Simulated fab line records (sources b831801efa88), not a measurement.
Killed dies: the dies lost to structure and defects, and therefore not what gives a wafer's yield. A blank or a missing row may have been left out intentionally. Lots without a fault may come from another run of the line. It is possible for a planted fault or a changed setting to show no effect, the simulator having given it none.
Which tool is to blame?    flow gf180mcu    18 wafers from 6 lots sampled at 4 of the route's 602 steps

## WHAT THE GAUGES SHOWED, per wafer
GF_V5_THK_MEAS_03.
lot   measured      on             V5_CVD_02_THK (nm)
L363  day 26 20:49  film_metro-02  1446 1485 1461
L365  day 27 13:19  film_metro-02  1421 1493 1464
L370  day 28 21:55  film_metro-02  1440 1471 1475
L372  day 29 13:57  film_metro-03  1443 1463 1440
L375  day 30 11:12  film_metro-02  1430 1431 1478
L378  day 31 05:17  film_metro-03  1443 1456 1462

## TOOL THAT RAN EACH LOT (tool first, then ch and the chambers of the sampled wafers, then the start)
lot   GF_M2_SPUTTER_04              GF_V2_SPUTTER_21              GF_V4_STRIP_18
L363  pvd_sputter-02, day 18 18:53  pvd_sputter-02, day 20 22:54  plasma_asher-02 ch 0,1, day 24 23:12
L365  pvd_sputter-03, day 19 15:18  pvd_sputter-04, day 21 17:02  plasma_asher-01 ch 0,1, day 25 16:35
L370  pvd_sputter-02, day 21 07:02  pvd_sputter-01, day 23 08:25  plasma_asher-02 ch 1, day 27 04:08
L372  pvd_sputter-03, day 22 03:12  pvd_sputter-04, day 24 02:41  plasma_asher-02 ch 0,1, day 27 20:25
L375  pvd_sputter-02, day 23 02:59  pvd_sputter-01, day 25 01:23  plasma_asher-04 ch 0,1, day 28 18:12
L378  pvd_sputter-03, day 24 01:28  pvd_sputter-02, day 25 22:26  plasma_asher-01 ch 0,1, day 29 13:20
- GF_M2_SPUTTER_04: material TiN, target thk 50 nm, time 40.58 s.
- GF_V2_SPUTTER_21: material Ti, target thk 15 nm, time 80.02 s.
- GF_V4_STRIP_18: strips in O2/N2.

## THE ANSWER, worked out from the rows above alone
Rule: the lots themselves supply what counts as usual. The widest of any qualifying gaps counts: lots, ordered by their means at a reading, are off when they make up no more than a third of the lots, leave a main group of 4 or more, and stand apart from it by 3 or more times the standard deviation of that group's means. If all means in a main group match to the digits the tables above print for the reading, that group is not used. Also off: a lot with no number at a reading for which 4 or more lots have one. All remaining lots with rows at the step are treated as sound.
No lot is off on any of the readings shown, so nothing can be concluded from this.

## WHAT THE SIMULATOR HAD PUT IN
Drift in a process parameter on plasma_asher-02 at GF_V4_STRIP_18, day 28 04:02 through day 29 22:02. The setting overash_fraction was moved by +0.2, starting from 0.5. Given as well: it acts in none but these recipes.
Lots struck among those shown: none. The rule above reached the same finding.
